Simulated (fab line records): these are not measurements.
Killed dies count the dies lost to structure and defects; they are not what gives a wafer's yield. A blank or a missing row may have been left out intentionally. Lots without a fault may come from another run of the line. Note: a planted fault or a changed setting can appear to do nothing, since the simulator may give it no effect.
Problem report in the 8D (eight disciplines) form, filled by code / flow sky130 / the parts of the form that need people (team, actions taken, sign-off) are left out

## 1. WHAT IS WRONG
At SKY_RES_XHIGH_DEVELOP_06, developer-temp-C averages 22.11 C over 6 wafers from 2 lots, while fault-free wafers read 23.01 C, standard deviation 0.11. Measured from the usual mean, that is -8.2 standard deviations.
The step: develop time 60 s.
First observed at day 33 00:28: wafer L359.2, on litho-track-01. At this step, 42 wafers from 14 lots have a number in the record. Rule for "out", or "out of limits": more than 4 standard deviations from the usual mean. The rest of the wafers with a number are treated as sound.

## 2. WHAT IT IS, WHAT IT ISN'T
question=which readings at this step | is=developer-temp-C | is not=-
question=which lots | is=L359, L361 | is not=L341, L343, L344, L345, L346, L347, L348, L349, L350, L351, L352, L362
question=which wafers of those lots | is=all that have a number | is not=-
question=read on which tools | is=litho-track-01 | is not=litho-track-02, litho-track-03
question=when | is=from day 33 00:28 | is not=up to then (33 sound wafers); but 3 sound wafers of L362 came after

## 3. THE SUSPECTS, EACH WITH WHAT RULES IT OUT
Counting: a tool at a process step up to the reading stays a suspect if it ran every lot that is out and no sound lot after the first of them.
- litho-track-01 at SKY_RES_XHIGH_DEVELOP_06 (develop time 60 s): kept. It processed each lot that is out, first L359 at day 33 00:28, and no sound lot thereafter; up to then, the last sound lot it processed was L352 at day 31 02:11. Out on those wafers are its own readings of developer-temp-C.
Remaining after the count: litho-track-01 at SKY_RES_XHIGH_DEVELOP_06.

## 4. THE CAUSE (what the simulator had put in)
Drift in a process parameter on litho-track-01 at SKY_RES_XHIGH_DEVELOP_06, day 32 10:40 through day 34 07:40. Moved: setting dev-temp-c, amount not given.
Counting left only this tool.

## 5. SEQUENCE OF EFFECTS, ordered by route
Each row: a reading where the mean over the struck wafers with a number is more than 3 standard deviations away from the usual. Readings are gone through only where the record gives a usual standard deviation; hours: the median, over the lots, of the time from a lot's start at the first step in this table giving one to that lot's start at this step; sigmas: the change measured in usual standard deviations.
hours=0; step=SKY_RES_XHIGH_DEVELOP_06; reading=developer-temp-C; usual=23.01 C; on struck wafers=22.11; change=-0.91; sigmas=-8.2
The process steps in it:
- SKY_RES_XHIGH_DEVELOP_06: develop time 60 s.
Later steps that measure or inspect, where all struck wafers having a row at the step show a number for every such reading and not one has moved that far: SKY_RES_XHIGH_TW_MEAS_09.

## 6. HOW IT WOULD HAVE BEEN CAUGHT EARLIER
In this record no reading fell out of limits until day 33 00:28, 14 hours after the fault had begun at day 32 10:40.
